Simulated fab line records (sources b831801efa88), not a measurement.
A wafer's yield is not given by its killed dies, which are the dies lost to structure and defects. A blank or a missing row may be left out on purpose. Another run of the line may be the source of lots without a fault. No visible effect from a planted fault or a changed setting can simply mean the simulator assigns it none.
Code-filled problem report in 8D (eight disciplines) form | flow sfq line | the parts of the form that need people (team, actions taken, sign-off) are left out

## 1. THE ISSUE
oes product au at SFQ_TRILAYER_M4_ETCH_METAL_ETCH_096 reads a mean of 0.801 a.u. on 6 wafers of 2 lots; wafers without a fault read 0.893 a.u. with a standard deviation of 0.0064. That puts it -14 standard deviations away from the usual mean.
The step: etches Nb in Cl2/Ar, stops on SiO2, target depth 240 nm, time 120 s.
Earliest sighting: wafer L842.2 on rie metal-03 at day 63 00:58. The record has a number at this step for 42 wafers belonging to 14 lots. Rule for "out" (also "out of limits"): further than 4 standard deviations from the usual mean. The rest of the wafers with a number are treated as sound.

## 2. WHAT IT IS, WHAT IT ISN'T
question                    | is                     | is not
which readings at this step | oes product au         | drypump motor current A
which lots                  | L842, L843             | L827, L828, L829, L830, L832, L833, L837, L845, L847, L848, L849, L850
which wafers of those lots  | all that have a number | -
read on which tools         | rie metal-03           | rie metal-01, rie metal-04
when                        | from day 63 00:58      | up to then (21 sound wafers); but 15 sound wafers of L845, L847, L848, L849, L850 came after

## 3. THE SUSPECTS, EACH WITH WHAT RULES IT OUT
Counting: a tool at any process step up to the reading remains a suspect when it ran all the lots that are out and ran no sound lot after the first of those.
- rie metal-03 at SFQ_TRILAYER_M4_ETCH_METAL_ETCH_096 (etches Nb in Cl2/Ar, stops on SiO2, target depth 240 nm, time 120 s): kept. It ran every lot that is out, first L842 (day 63 00:58), and no sound lot after that; its last sound lot up to then is L837 (day 61 23:40). On those wafers its own readings are out: oes product au.
The count leaves rie metal-03 at SFQ_TRILAYER_M4_ETCH_METAL_ETCH_096.

## 4. THE CAUSE (what the simulator had put in)
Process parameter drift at SFQ_TRILAYER_M4_ETCH_METAL_ETCH_096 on rie metal-03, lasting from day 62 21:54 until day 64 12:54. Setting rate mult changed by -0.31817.
Counting left only this tool.

## 5. SEQUENCE OF EFFECTS, ordered by route
Rows list readings where the struck wafers' mean (over those with a number) sits beyond 3 standard deviations from the usual. Only readings for which the record gives a usual standard deviation are gone through. hours: the time from each lot's start at the first step in this table that gives one to its start at this step, as a median over the lots. sigmas: the change in usual standard deviations.
hours | step                                | reading        | usual      | on struck wafers | change | sigmas
0     | SFQ_TRILAYER_M4_ETCH_METAL_ETCH_096 | oes product au | 0.893 a.u. | 0.801            | -0.092 | -14
It contains these process steps:
- SFQ_TRILAYER_M4_ETCH_METAL_ETCH_096: etches Nb in Cl2/Ar, stops on SiO2, target depth 240 nm, time 120 s.
At these later measuring or inspecting steps, every struck wafer for which the step has a row has a number for every such reading, and none has moved that far: SFQ_I5_OVL_MEAS_936.

## 6. HOW IT WOULD HAVE BEEN CAUGHT EARLIER
In this record the first reading out of limits was taken at day 63 00:58, 3 hours after the fault began at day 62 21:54.
